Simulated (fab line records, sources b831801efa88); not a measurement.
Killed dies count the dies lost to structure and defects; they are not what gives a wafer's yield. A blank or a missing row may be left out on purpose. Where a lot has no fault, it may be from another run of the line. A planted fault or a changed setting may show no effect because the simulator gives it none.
fab line records	flow sky130
record: lots: 9	wafers: 27	lastDay: 50
route steps=708 shown RES_PROTECT@215 POLY_GATE@217 POLY_CUT@318 PAD_OPEN@708
lots that met no fault: from a run of the same line without faults
startH: start of the lot's first displayed wafer, in hours after the record's first day	waitH: hours from the lot's prior step to this one	" repeats the value in the row above	L1.1+2: a row that stands for several wafers	- no value present, or no start provided	* or withheld: withheld	< > ~ a bound
route shown NAME@n: names a module that has steps shown in the file, with the first one's number in the route	usual: mean and standard deviation over wafers with no fault	same: alike in all rows	chamber/n: place in a boat	sites: readings site by site	_std_site: standard deviation of those values	_edge_site: outer sites' mean less inner sites'	radiusMm: how far each site lies from the wafer's centre	mask NAME#n: copy n	behind: tool/chamber where the wafer was last shaped	hold: the reason the lot was held/the length of the hold in hours/how it ended	device: the n, p or np transistor that did not switch	end of line: tests of these same wafers at the route's end	step lacking rows: just its recipe	killed: dies lost to structure and defects at the first sort, not the wafer's yield	map: per-die view of a wafer (x killed, . not killed, _ where there is no die)
set.NAME: the setting as run; set.NAME@STEP: as run at that earlier step	model.NAME: the simulator's own value behind a step, which no gauge read
one table for each step of the route and one row for each wafer, over a sample of lots
services: a tool's chamber out of use, with start hour (startH, from the record's first day; less than 0 if before it), hours out, and reason
== steps ==
step: SKY_RES_PROTECT_TW_MEAS_08
usual: POLY_GATE_TW: 4014/32
lot.wafer	tool	chamber	startH	waitH	POLY_GATE_TW
L564.2	filmMetro-02	-	332.31	0.1	3988
L564.4	"	-	"	"	3998
L564.5	"	-	"	"	4012
L571.1	filmMetro-02	-	398.31	0.1	4000
L571.2	"	-	"	"	4002
L571.5	"	-	"	"	4009
L570.1	filmMetro-04	-	398.61	0.1	4004
L570.5	"	-	"	"	4008
L570.6	"	-	"	"	4011
L575.2	filmMetro-04	-	439.71	0.1	4042
L575.3	"	-	"	"	4026
L575.6	"	-	"	"	4032
L576.1	filmMetro-02	-	445.06	0.1	3998
L576.4	"	-	"	"	3973
L576.6	"	-	"	"	3996
L577.1	filmMetro-02	-	454.33	0.1	3987
L577.2	"	-	"	"	3983
L577.4	"	-	"	"	3994
L585.2	filmMetro-03	-	522.42	0.1	4062
L585.3	"	-	"	"	4035
L585.6	"	-	"	"	4055
L586.1	filmMetro-04	-	526.85	0.1	4028
L586.2	"	-	"	"	4024
L586.3	"	-	"	"	4006
L587.4	filmMetro-04	-	537.51	0.1	3992
L587.5	"	-	"	"	3981
L587.6	"	-	"	"	3979
step: SKY_POLY_GATE_CVD_03
recipe: material: Si3N4	precursor: DCS/NH3	targetThkNm: 75	tempC: 770	timeS: 1290	pressureMtorr: 250
usual: spikeTcLowerC: 769.3/1.4
lot.wafer	tool	chamber	startH	waitH	spikeTcLowerC
L564.2	lpcvd-02	1	332.41	0.0	769.6
L564.4	"	1	"	"	771.7
L564.5	"	1	"	"	769.4
L570.1	lpcvd-02	1	401.40	2.7	769.1
L570.5	"	1	"	"	770.8
L570.6	"	1	"	"	768.2
L571.1	lpcvd-02	0	401.40	3.0	766.4
L571.2	"	0	"	"	767.3
L571.5	"	0	"	"	768.0
L575.2	lpcvd-02	1	439.81	0.0	768.6
L575.3	"	1	"	"	769.4
L575.6	"	1	"	"	768.7
L576.1	lpcvd-02	1	445.66	0.5	768.7
L576.4	"	1	"	"	769.3
L576.6	"	1	"	"	769.2
L577.1	lpcvd-02	0	454.44	0.0	767.4
L577.2	"	0	"	"	767.9
L577.4	"	0	"	"	768.0
L585.2	lpcvd-02	1	523.06	0.5	771.2
L585.3	"	1	"	"	769.0
L585.6	"	1	"	"	770.4
L586.1	lpcvd-02	0	526.96	0.0	768.7
L586.2	"	0	"	"	768.0
L586.3	"	0	"	"	767.9
L587.4	lpcvd-02	1	537.59	0.0	768.0
L587.5	"	1	"	"	771.4
L587.6	"	1	"	"	768.6
step: SKY_POLY_GATE_THK_MEAS_04
recipe: reads: Si3N4_of_POLY_GATE_CVD_03
usual: POLY_GATE_CVD_03_THK: 74.8/0.68
lot.wafer	tool	chamber	startH	waitH	POLY_GATE_CVD_03_THK[nm]
L564.2	filmMetro-01	-	333.78	0.0	74.2
L564.4	"	-	"	"	74.4
L564.5	"	-	"	"	75.5
L570.1	filmMetro-03	-	402.78	0.0	74.7
L570.5	"	-	"	"	75.2
L570.6	"	-	"	"	74.9
L571.1	filmMetro-03	-	402.84	0.1	75.0
L571.2	"	-	"	"	74.9
L571.5	"	-	"	"	74.5
L575.2	filmMetro-03	-	441.18	0.0	74.5
L575.3	"	-	"	"	74.5
L575.6	"	-	"	"	73.8
L576.1	filmMetro-03	-	447.02	0.0	75.4
L576.4	"	-	"	"	76.1
L576.6	"	-	"	"	75.4
L577.1	filmMetro-01	-	455.80	0.0	100.5
L577.2	"	-	"	"	100.2
L577.4	"	-	"	"	100.2
L585.2	filmMetro-01	-	524.43	0.0	75.4
L585.3	"	-	"	"	75.7
L585.6	"	-	"	"	76.1
L586.1	filmMetro-01	-	528.32	0.0	76.2
L586.2	"	-	"	"	76.4
L586.3	"	-	"	"	76.4
L587.4	filmMetro-03	-	538.98	0.0	74.7
L587.5	"	-	"	"	74.9
L587.6	"	-	"	"	74.9
step: SKY_POLY_GATE_ETCH_15
recipe: chemistry: N2/H2	target: BARC	ionEnergyEv: 200	sourceW: 500	biasW: 100	pressureMtorr: 30	n2FlowSccm: 100	h2FlowSccm: 200	stopOn: SiO2	timeS: 118.5	targetDepthA: 1100
usual: drypumpMotorCurrentA: 5.9/0.5	oesProductAu: 0.716/0.0046	rfFwdPowerW: 497.7/1.8	throttleValvePct: 13.212/0.0093
lot.wafer	tool	chamber	startH	waitH	drypumpMotorCurrentA	oesProductAu	rfFwdPowerW	rfHoursCounterH	throttleValvePct
L564.2	rieDiel-03	3	360.71	0.0	6.2	0.725	499.5	34	13.210
L564.4	"	1	"	"	5.0	0.725	497.0	12	13.208
L564.5	"	0	"	"	5.9	0.724	500.2	-	13.224
L570.1	rieDiel-03	3	433.46	0.0	6.1	0.713	498.5	35	13.206
L570.5	"	3	"	"	6.1	0.713	496.4	-	13.211
L570.6	"	0	"	"	5.9	0.706	500.3	-	13.229
L571.1	rieDiel-04	0	433.81	0.0	6.4	0.716	499.3	21	13.208
L571.2	"	2	"	"	5.9	0.716	499.3	72	13.200
L571.5	"	3	"	"	5.3	0.715	497.5	-	13.193
L575.2	rieDiel-04	1	473.06	0.0	6.6	0.712	497.0	84	13.216
L575.3	"	0	"	"	6.4	0.718	494.5	22	13.204
L575.6	"	1	"	"	6.6	0.719	496.1	-	13.198
L576.1	rieDiel-04	3	478.76	0.0	5.3	0.724	496.7	64	13.198
L576.4	"	0	"	"	6.3	0.722	496.6	22	13.205
L576.6	"	2	"	"	5.8	0.720	497.4	-	13.217
L577.1	rieDiel-02	0	488.36	0.0	5.9	0.718	498.6	79	13.221
L577.2	"	3	"	"	6.0	0.715	499.5	0	13.211
L577.4	"	0	"	"	5.9	0.719	499.6	-	13.206
L585.2	rieDiel-04	2	555.36	0.0	5.8	0.722	500.5	75	13.201
L585.3	"	2	"	"	5.8	0.718	499.0	-	13.221
L585.6	"	0	"	"	6.4	0.719	501.2	-	13.188
L586.1	rieDiel-03	0	558.96	0.0	5.9	0.716	496.3	8	13.218
L586.2	"	3	"	"	6.2	0.713	497.8	38	13.217
L586.3	"	2	"	"	6.6	0.715	498.2	2	13.225
L587.4	rieDiel-03	1	569.51	0.0	4.9	0.717	495.0	16	13.212
L587.5	"	3	"	"	6.2	0.718	498.1	-	13.210
L587.6	"	0	"	"	5.9	0.726	495.4	-	13.201
step: SKY_POLY_GATE_ETCH_16
recipe: stopOn: poly-Si	chemistry: CH3F/O2	target: Si3N4	sourceW: 400	biasW: 80	pressureMtorr: 25	ch3fFlowSccm: 40	O2_flow_sccm: 30	timeS: 147.5	targetDepthA: 750
usual: ch3fFlowSccm: 40.01/0.13	drypumpMotorCurrentA: 5.9/0.5	oesProductAu: 0.640/0.0051	rfFwdPowerW: 398.5/1.2	throttleValvePct: 10.536/0.0084
lot.wafer	tool	chamber	startH	waitH	ch3fFlowSccm	drypumpMotorCurrentA	oesProductAu	rfFwdPowerW	rfHoursCounterH	throttleValvePct
L564.2	rieDiel-03	3	360.79	0.0	39.90	6.2	0.638	397.5	34	10.531
L564.4	"	1	"	"	39.83	5.0	0.643	396.3	12	10.531
L564.5	"	0	"	"	39.92	5.9	0.640	399.3	-	10.523
L570.1	rieDiel-03	3	433.54	0.0	40.11	6.2	0.642	395.9	35	10.557
L570.5	"	3	"	"	40.04	6.1	0.642	396.2	-	10.523
L570.6	"	0	"	"	39.90	5.9	0.647	398.6	-	10.528
L571.1	rieDiel-04	0	433.89	0.0	39.89	6.3	0.636	399.9	21	10.534
L571.2	"	2	"	"	39.82	5.8	0.637	400.4	72	10.540
L571.5	"	3	"	"	40.03	5.2	0.636	400.0	-	10.531
L575.2	rieDiel-04	1	473.15	0.0	39.96	6.6	0.635	399.3	84	10.540
L575.3	"	0	"	"	40.17	6.3	0.638	398.9	22	10.535
L575.6	"	1	"	"	40.08	6.6	0.635	398.6	-	10.535
L576.1	rieDiel-04	3	478.85	0.0	40.02	5.3	0.644	398.3	64	10.542
L576.4	"	0	"	"	39.82	6.3	0.645	398.3	22	10.532
L576.6	"	2	"	"	40.15	5.8	0.636	399.2	-	10.545
L577.1	rieDiel-02	0	488.45	0.0	40.07	5.9	0.729	398.1	79	10.552
L577.2	"	3	"	"	39.98	6.0	0.734	399.4	1	10.550
L577.4	"	0	"	"	39.89	5.9	0.728	396.9	-	10.543
L585.2	rieDiel-04	2	555.49	0.1	40.11	5.8	0.648	399.2	75	10.544
L585.3	"	2	"	"	40.17	5.8	0.648	397.9	-	10.524
L585.6	"	0	"	"	39.83	6.3	0.642	396.7	-	10.534
L586.1	rieDiel-03	0	559.04	0.0	39.96	5.9	0.650	399.7	8	10.516
L586.2	"	3	"	"	40.05	6.2	0.649	398.2	38	10.538
L586.3	"	2	"	"	40.12	6.6	0.648	397.4	2	10.539
L587.4	rieDiel-03	1	569.59	0.0	40.05	4.9	0.642	397.6	16	10.542
L587.5	"	3	"	"	39.93	6.1	0.640	398.1	-	10.525
L587.6	"	0	"	"	39.96	5.9	0.650	397.6	-	10.542
step: SKY_POLY_GATE_ETCH_17
recipe: targetDepthNm: 180	stopOn: SiO2	overEtchFrac: 0.56667	chemistry: HBr/Cl2	target: poly-Si	icpW: 400	biasW: 100	pressureMtorr: 10	HBr_flow_sccm: 150	Cl2_flow_sccm: 50	timeS: 70.5
usual: HBr_flow_sccm: 150.0/0.45	drypumpMotorCurrentA: 5.7/0.49	oesProductAu: 0.987/0.0077	rfFwdPowerW: 396.4/1.4	throttleValvePct: 33.685/0.0091
lot.wafer	tool	chamber	startH	waitH	HBr_flow_sccm	drypumpMotorCurrentA	oesProductAu	rfFwdPowerW	rfHoursCounterH	throttleValvePct
L564.2	rieSi-02	2	360.89	0.0	150.5	5.6	0.994	395.5	5	33.702
L564.4	"	3	"	"	150.7	5.0	0.973	396.8	6	33.678
L564.5	"	0	"	"	149.5	5.3	0.991	398.0	-	33.683
L570.1	rieSi-02	3	433.64	0.0	150.5	5.0	0.983	396.1	7	33.696
L570.5	"	1	"	"	149.9	5.8	0.992	396.8	-	33.673
L570.6	"	0	"	"	150.6	5.3	0.985	396.0	-	33.688
L571.1	rieSi-01	1	433.99	0.0	149.8	6.3	0.974	399.3	1	33.684
L571.2	"	2	"	"	149.9	6.6	0.988	393.4	65	33.686
L571.5	"	3	"	"	149.8	5.9	0.984	398.9	-	33.681
L575.2	rieSi-02	3	473.25	0.0	150.3	5.0	0.994	396.8	7	33.693
L575.3	"	0	"	"	150.1	5.3	0.991	395.7	10	33.675
L575.6	"	3	"	"	150.2	5.0	0.990	395.5	-	33.702
L576.1	rieSi-01	2	478.95	0.0	149.9	6.6	0.994	397.0	0	33.687
L576.4	"	0	"	"	149.5	5.4	0.991	397.6	0	33.679
L576.6	"	1	"	"	150.0	6.3	0.995	398.8	-	33.694
L577.1	rieSi-02	1	488.54	0.0	149.5	5.8	0.997	396.1	4	33.690
L577.2	"	2	"	"	149.9	5.6	0.996	395.1	6	33.686
L577.4	"	3	"	"	150.4	5.0	0.989	397.7	7	33.683
L585.2	rieSi-02	1	555.63	0.1	149.3	5.8	0.991	393.6	5	33.695
L585.3	"	3	"	"	149.9	5.0	0.991	394.8	7	33.689
L585.6	"	2	"	"	150.3	5.6	0.999	397.0	-	33.682
L586.1	rieSi-01	3	559.14	0.0	150.4	5.9	0.982	396.3	6	33.688
L586.2	"	1	"	"	149.0	6.3	0.991	399.6	2	33.691
L586.3	"	2	"	"	149.7	6.6	0.986	396.2	0	33.690
L587.4	rieSi-02	1	569.69	0.0	149.9	5.8	0.986	395.1	5	33.705
L587.5	"	3	"	"	149.4	5.0	0.983	398.4	-	33.694
L587.6	"	0	"	"	150.4	5.3	0.988	398.4	-	33.685
step: SKY_POLY_CUT_ETCH_11
recipe: target: Si3N4	chemistry: CF4/CH2F2/Ar	stopOn: poly-Si	sourceW: 600	biasW: 150	pressureMtorr: 40	cf4FlowSccm: 40	ch2f2FlowSccm: 20	Ar_flow_sccm: 150	timeS: 42.5	targetDepthA: 600
usual: drypumpMotorCurrentA: 5.9/0.43	oesProductAu: 0.828/0.0065	rfFwdPowerW: 594.7/2.5	throttleValvePct: 14.994/0.0085
lot.wafer	tool	chamber	startH	waitH	drypumpMotorCurrentA	oesProductAu	rfFwdPowerW	rfHoursCounterH	throttleValvePct
L564.2	rieDiel-01	3	554.03	0.0	6.3	0.827	596.3	4	14.997
L564.4	"	2	"	"	6.2	0.822	592.3	63	15.002
L564.5	"	0	"	"	5.7	0.835	595.2	-	15.006
L570.1	rieDiel-01	0	623.48	0.0	5.7	0.830	597.9	6	14.996
L570.5	"	0	"	"	5.7	0.837	594.5	-	14.987
L570.6	"	3	"	"	6.4	0.819	597.7	-	14.992
L571.1	rieDiel-03	2	625.95	0.0	6.6	0.833	593.7	3	15.004
L571.2	"	3	"	"	6.2	0.830	596.7	39	14.992
L571.5	"	0	"	"	5.9	0.824	596.3	-	15.008
L575.2	rieDiel-03	2	660.83	0.0	6.6	0.833	596.0	4	14.995
L575.3	"	3	"	"	6.1	0.826	595.4	40	14.988
L575.6	"	2	"	"	6.6	0.826	594.5	-	14.993
L576.1	rieDiel-01	1	667.41	0.0	5.6	0.826	594.9	34	14.997
L576.4	"	3	"	"	6.3	0.845	595.8	6	14.985
L576.6	"	2	"	"	6.2	0.825	594.5	-	14.990
L577.1	rieDiel-01	2	674.15	0.0	6.2	0.983	593.2	1	15.018
L577.2	"	1	"	"	5.5	0.976	594.9	35	15.010
L577.4	"	0	"	"	5.8	0.983	597.3	7	14.997
L585.2	rieDiel-03	1	735.15	0.0	4.9	0.835	588.5	20	14.992
L585.3	"	0	"	"	5.9	0.831	592.3	13	14.994
L585.6	"	0	"	"	5.9	0.831	594.1	-	15.006
L586.1	rieDiel-02	0	739.56	0.0	5.9	0.838	596.0	4	14.992
L586.2	"	2	"	"	5.5	0.849	594.9	17	14.991
L586.3	"	3	"	"	6.0	0.837	595.4	6	14.991
L587.4	rieDiel-01	1	747.45	0.0	5.5	0.821	598.0	36	14.991
L587.5	"	0	"	"	5.7	0.823	594.6	-	14.993
L587.6	"	3	"	"	6.4	0.831	595.6	-	14.995
step: SKY_PAD_OPEN_PROBE_99
usual: killed_at_M0_to_M3: 43/7.9	killed_at_M4_up: 2.9/1.8	killedAtContacts: 24/5.5	killedAtFrontEnd: 15/4.2	killedAtOther: 0.2/0.46	killedDies: 86/11	killedOnRim: 17/4.1	killedOpen: 47/8.1	killedShort: 39/6.4
same: grossDies: 492	killedAtBackSide: 0
lot.wafer	tool	chamber	startH	waitH	killed_at_M0_to_M3	killed_at_M4_up	killedAtContacts	killedAtFrontEnd	killedAtOther	killedDies	killedOnRim	killedOpen	killedShort
L564.2	prober-01	-	1078.05	0.1	28	4	22	11	0	65	11	36	29
L564.4	prober-01	-	1078.15	0.2	48	3	30	18	0	99	21	56	43
L564.5	prober-01	-	1078.20	0.2	44	6	24	11	0	85	15	41	44
L571.1	prober-01	-	1123.01	0.1	36	2	19	15	0	72	14	38	34
L571.2	prober-01	-	1123.06	0.1	34	1	28	17	0	80	16	45	35
L571.5	prober-01	-	1123.21	0.2	45	1	24	11	0	81	20	49	32
L570.1	prober-02	-	1123.65	0.1	37	2	25	12	0	76	13	33	43
L570.5	prober-02	-	1123.85	0.2	50	2	23	11	0	86	21	46	40
L570.6	prober-02	-	1123.90	0.2	46	2	34	13	2	97	18	52	45
L575.2	prober-02	-	1149.73	0.1	45	4	21	13	0	83	16	35	48
L575.3	prober-02	-	1149.78	0.2	49	4	17	22	0	92	14	55	37
L575.6	prober-02	-	1149.93	0.2	32	1	21	15	0	69	14	33	36
L576.1	prober-01	-	1157.52	0.1	44	2	23	19	1	89	21	56	33
L576.4	prober-01	-	1157.67	0.2	43	3	26	15	0	87	20	48	39
L576.6	prober-01	-	1157.77	0.2	38	2	30	8	0	78	18	46	32
L577.1	prober-02	-	1160.77	0.1	37	1	25	75	0	138	36	45	34
L577.2	prober-02	-	1160.82	0.1	37	3	31	51	0	122	37	47	40
L577.4	prober-02	-	1160.92	0.2	45	9	20	91	0	165	41	47	35
L585.2	prober-02	-	1195.08	0.1	39	4	27	7	0	77	12	40	37
L585.3	prober-02	-	1195.13	0.2	35	5	12	19	0	71	18	39	32
L585.6	prober-02	-	1195.28	0.2	41	5	29	20	1	96	26	54	42
L586.1	prober-01	-	1196.88	0.1	44	6	26	19	0	95	13	57	38
L586.2	prober-01	-	1196.93	0.1	47	2	23	16	0	88	21	45	43
L586.3	prober-01	-	1196.98	0.2	47	4	21	18	0	90	18	48	42
L587.4	prober-02	-	1200.81	0.2	41	2	22	16	1	82	14	38	44
L587.5	prober-02	-	1200.86	0.2	41	1	24	10	0	76	18	46	30
L587.6	prober-02	-	1200.91	0.2	30	4	23	21	0	78	15	40	38
killed by level:class
L564.2 CONTACT:geometricParticle:open=9 VIA1:geometricParticle:open=7 CONTACT:geometricParticle:short=5 LI_CONTACT:geometricParticle:open=4 METAL1:geometricParticle:open=4 VIA1:geometricParticle:short=4 METAL4:geometricParticle:short=4 VIA2:geometricParticle:short=3
L564.4 VIA1:geometricParticle:open=14 CONTACT:geometricParticle:open=12 LI_CONTACT:geometricParticle:open=7 VIA3:geometricParticle:open=7 POLY_GATE:geometricParticle:open=6 LI_CONTACT:geometricParticle:short=5 VIA2:geometricParticle:open=5 VIA1:geometricParticle:short=5
L564.5 VIA1:geometricParticle:open=11 METAL2:geometricParticle:short=8 METAL1:geometricParticle:short=8 CONTACT:geometricParticle:open=7 VIA2:geometricParticle:open=7 LI_CONTACT:geometricParticle:open=5 CONTACT:geometricParticle:short=5 METAL4:geometricParticle:short=5
L571.1 VIA1:geometricParticle:open=12 CONTACT:geometricParticle:short=5 VIA3:geometricParticle:open=5 FIELD_ISO:geometricParticle:open=4 FIELD_ISO:geometricParticle:short=4 LI_CONTACT:geometricParticle:short=4 POLY_GATE:geometricParticle:short=3 LI_CONTACT:geometricParticle:open=3
L571.2 CONTACT:geometricParticle:open=13 VIA1:geometricParticle:open=9 FIELD_ISO:geometricParticle:open=6 LOCAL_INTERCONNECT:geometricParticle:short=6 CONTACT:geometricParticle:short=5 METAL1:geometricParticle:short=4 VIA1:geometricParticle:short=4 VIA2:geometricParticle:open=4
L571.5 VIA1:geometricParticle:open=12 CONTACT:geometricParticle:open=10 VIA2:geometricParticle:open=7 VIA1:geometricParticle:short=6 METAL2:geometricParticle:short=6 VIA3:geometricParticle:open=5 LI_CONTACT:geometricParticle:open=4 POLY_GATE:geometricParticle:open=4
L570.1 METAL2:geometricParticle:short=8 CONTACT:geometricParticle:open=7 CONTACT:geometricParticle:short=7 VIA2:geometricParticle:open=7 LI_CONTACT:geometricParticle:open=6 FIELD_ISO:geometricParticle:short=5 POLY_GATE:geometricParticle:short=5 VIA3:geometricParticle:open=5
L570.5 VIA1:geometricParticle:open=12 CONTACT:geometricParticle:open=9 METAL1:geometricParticle:short=9 VIA3:geometricParticle:open=7 VIA2:geometricParticle:open=6 VIA3:geometricParticle:short=5 FIELD_ISO:geometricParticle:short=4 LI_CONTACT:geometricParticle:open=4
L570.6 CONTACT:geometricParticle:open=10 VIA1:geometricParticle:open=10 LI_CONTACT:geometricParticle:open=7 LOCAL_INTERCONNECT:geometricParticle:short=7 VIA3:geometricParticle:open=7 VIA2:geometricParticle:open=5 POLY_GATE:geometricParticle:short=5 VIA1:geometricParticle:short=5
L575.2 CONTACT:geometricParticle:open=7 VIA1:geometricParticle:open=7 METAL2:geometricParticle:short=7 VIA2:geometricParticle:open=7 LOCAL_INTERCONNECT:geometricParticle:short=6 VIA3:geometricParticle:short=5 FIELD_ISO:geometricParticle:short=4 FIELD_ISO:geometricParticle:open=4
L575.3 VIA1:geometricParticle:open=11 VIA3:geometricParticle:open=9 VIA2:geometricParticle:open=8 FIELD_ISO:geometricParticle:open=6 CONTACT:geometricParticle:open=6 FIELD_ISO:geometricParticle:short=5 VIA1:geometricParticle:short=5 LI_CONTACT:geometricParticle:open=4
L575.6 VIA1:geometricParticle:open=9 CONTACT:geometricParticle:open=8 CONTACT:geometricParticle:short=7 VIA1:geometricParticle:short=7 POLY_GATE:geometricParticle:short=5 METAL1:geometricParticle:short=4 VIA2:geometricParticle:open=4 FIELD_ISO:geometricParticle:open=3
L576.1 CONTACT:geometricParticle:open=13 VIA1:geometricParticle:open=9 VIA2:geometricParticle:open=8 POLY_GATE:geometricParticle:short=6 METAL2:geometricParticle:short=6 VIA3:geometricParticle:open=6 FIELD_ISO:geometricParticle:open=4 METAL1:geometricParticle:short=4
L576.4 LI_CONTACT:geometricParticle:open=12 VIA2:geometricParticle:short=8 VIA1:geometricParticle:open=6 VIA2:geometricParticle:open=6 VIA3:geometricParticle:open=6 CONTACT:geometricParticle:short=5 POLY_GATE:geometricParticle:open=4 VIA1:geometricParticle:short=4
L576.6 CONTACT:geometricParticle:open=12 VIA1:geometricParticle:open=9 VIA2:geometricParticle:open=9 CONTACT:geometricParticle:short=8 LI_CONTACT:geometricParticle:open=6 VIA2:geometricParticle:short=6 POLY_GATE:geometricParticle:open=4 VIA3:geometricParticle:open=4
L577.1 POLY_CUT:areaEtch=59 CONTACT:geometricParticle:open=14 VIA1:geometricParticle:open=8 VIA1:geometricParticle:short=6 METAL1:geometricParticle:short=6 VIA3:geometricParticle:open=5 METAL2:geometricParticle:short=5 FIELD_ISO:geometricParticle:short=4
L577.2 POLY_CUT:areaEtch=35 VIA1:geometricParticle:open=9 LI_CONTACT:geometricParticle:open=9 CONTACT:geometricParticle:open=8 VIA3:geometricParticle:open=8 METAL2:geometricParticle:short=7 LOCAL_INTERCONNECT:geometricParticle:short=5 CONTACT:geometricParticle:short=5
L577.4 POLY_CUT:areaEtch=83 VIA1:geometricParticle:open=14 VIA3:geometricParticle:open=10 METAL4:geometricParticle:short=7 LI_CONTACT:geometricParticle:open=6 FIELD_ISO:geometricParticle:short=4 CONTACT:geometricParticle:open=4 METAL1:geometricParticle:short=4
L585.2 CONTACT:geometricParticle:open=9 METAL1:geometricParticle:short=8 VIA1:geometricParticle:open=8 LI_CONTACT:geometricParticle:open=7 VIA3:geometricParticle:open=7 CONTACT:geometricParticle:short=5 FIELD_ISO:geometricParticle:short=4 METAL2:geometricParticle:short=4
L585.3 VIA1:geometricParticle:open=10 CONTACT:geometricParticle:open=6 POLY_GATE:geometricParticle:short=5 VIA3:geometricParticle:open=5 CONTACT:geometricParticle:short=4 METAL2:geometricParticle:short=4 VIA2:geometricParticle:open=4 FIELD_ISO:geometricParticle:open=3
L585.6 LI_CONTACT:geometricParticle:open=12 VIA1:geometricParticle:open=10 CONTACT:geometricParticle:open=7 LOCAL_INTERCONNECT:geometricParticle:short=6 VIA1:geometricParticle:short=6 METAL1:geometricParticle:open=5 POLY_GATE:geometricParticle:open=5 POLY_GATE:geometricParticle:short=4
L586.1 VIA1:geometricParticle:open=11 LI_CONTACT:geometricParticle:open=9 CONTACT:geometricParticle:open=9 VIA1:geometricParticle:short=6 METAL2:geometricParticle:short=6 VIA2:geometricParticle:open=6 CONTACT:geometricParticle:short=5 POLY_GATE:geometricParticle:short=5
L586.2 VIA1:geometricParticle:open=12 CONTACT:geometricParticle:open=8 VIA1:geometricParticle:short=7 LI_CONTACT:geometricParticle:open=5 METAL2:geometricParticle:short=5 FIELD_ISO:geometricParticle:short=4 VIA2:geometricParticle:open=4 POLY_GATE:geometricParticle:short=4
L586.3 CONTACT:geometricParticle:open=11 VIA2:geometricParticle:open=8 VIA3:geometricParticle:open=8 FIELD_ISO:geometricParticle:short=7 FIELD_ISO:geometricParticle:open=6 VIA1:geometricParticle:short=6 VIA2:geometricParticle:short=6 VIA1:geometricParticle:open=6
L587.4 VIA1:geometricParticle:open=10 CONTACT:geometricParticle:open=8 METAL1:geometricParticle:short=6 VIA1:geometricParticle:short=6 CONTACT:geometricParticle:short=5 FIELD_ISO:geometricParticle:open=4 FIELD_ISO:geometricParticle:short=4 LOCAL_INTERCONNECT:geometricParticle:short=4
L587.5 CONTACT:geometricParticle:open=11 VIA2:geometricParticle:open=7 VIA1:geometricParticle:open=7 VIA3:geometricParticle:open=6 VIA1:geometricParticle:short=5 LOCAL_INTERCONNECT:geometricParticle:short=5 FIELD_ISO:geometricParticle:open=4 POLY_GATE:geometricParticle:open=4
L587.6 CONTACT:geometricParticle:open=8 POLY_GATE:geometricParticle:short=7 FIELD_ISO:geometricParticle:open=6 LOCAL_INTERCONNECT:geometricParticle:short=6 VIA1:geometricParticle:open=6 LI_CONTACT:geometricParticle:open=5 METAL2:geometricParticle:short=5 METAL1:geometricParticle:short=4
== services ==
tool	chamber	startH	hours	kind
lpcvd-02	-	316.11	2.8	pm
rieDiel-04	1	316.25	16.3	repair
rieDiel-03	3	336.75	11.3	repair
rieDiel-04	-	359.10	0.3	repair
rieDiel-04	1	359.99	4.8	repair
rieDiel-03	2	367.04	7.5	repair
rieSi-02	1	403.35	10.2	repair
rieDiel-03	-	404.32	28.1	pm
rieDiel-04	3	450.06	5.8	repair
rieDiel-04	3	464.90	6.5	repair
rieDiel-03	1	472.50	6.0	repair
rieDiel-03	0	476.00	5.0	repair
rieDiel-03	-	477.65	1.0	repair
rieSi-02	2	481.28	1.6	repair
rieDiel-04	3	502.33	9.1	repair
rieDiel-04	1	519.63	22.7	repair
rieDiel-04	3	546.21	10.7	repair
rieDiel-04	1	595.78	9.9	repair
rieDiel-04	1	641.39	7.5	repair
rieDiel-03	-	645.02	2.8	pm
rieDiel-03	2	710.08	2.6	repair
rieDiel-03	0	713.64	5.4	repair
rieDiel-04	2	736.31	8.8	repair
rieDiel-03	1	739.69	4.9	repair
== key ==
firstSign: step: SKY_POLY_GATE_THK_MEAS_04	reading: POLY_GATE_CVD_03_THK	direction: up	sigmas: 38	usual: 74.8	struck: 100.3
effect: step: SKY_POLY_GATE_ETCH_16	reading: oesProductAu	direction: up	sigmas: 18	usual: 0.640	struck: 0.730
effect: step: SKY_POLY_CUT_ETCH_11	reading: oesProductAu	direction: up	sigmas: 23	usual: 0.828	struck: 0.981
effect: step: SKY_PAD_OPEN_PROBE_99	reading: killedAtFrontEnd	direction: up	sigmas: 14	usual: 15	struck: 72
moreKillsBornAt: SKY_POLY_CUT_ETCH_11@rieDiel-01: 177
metAt SKY_POLY_GATE_CVD_03
struckLots L577
struckWafers L577.1,L577.2,L577.4
testerLeftOut L577
notActingAt SKY_RES_PROTECT_TW_MEAS_08,SKY_POLY_GATE_ETCH_15,SKY_POLY_GATE_ETCH_17
onsetBetween 401.40 454.44
fault: kind: processParameterDrift	tool: lpcvd-02	chamber: 0	onsetH: 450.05	steps: SKY_POLY_GATE_CVD_03	channel: targetThkNm	offset: 25.796	shape: step	endH: 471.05	actsIn: theseRecipesOnly	stated: 75
testerLeftOut: of these lots the tester's yield and bins aren't shown, on N5 and GAA mostly nor the transistor test; their killed dies are dies lost to structure and defects alone, not to doping, threshold or leakage, so they don't give the yield
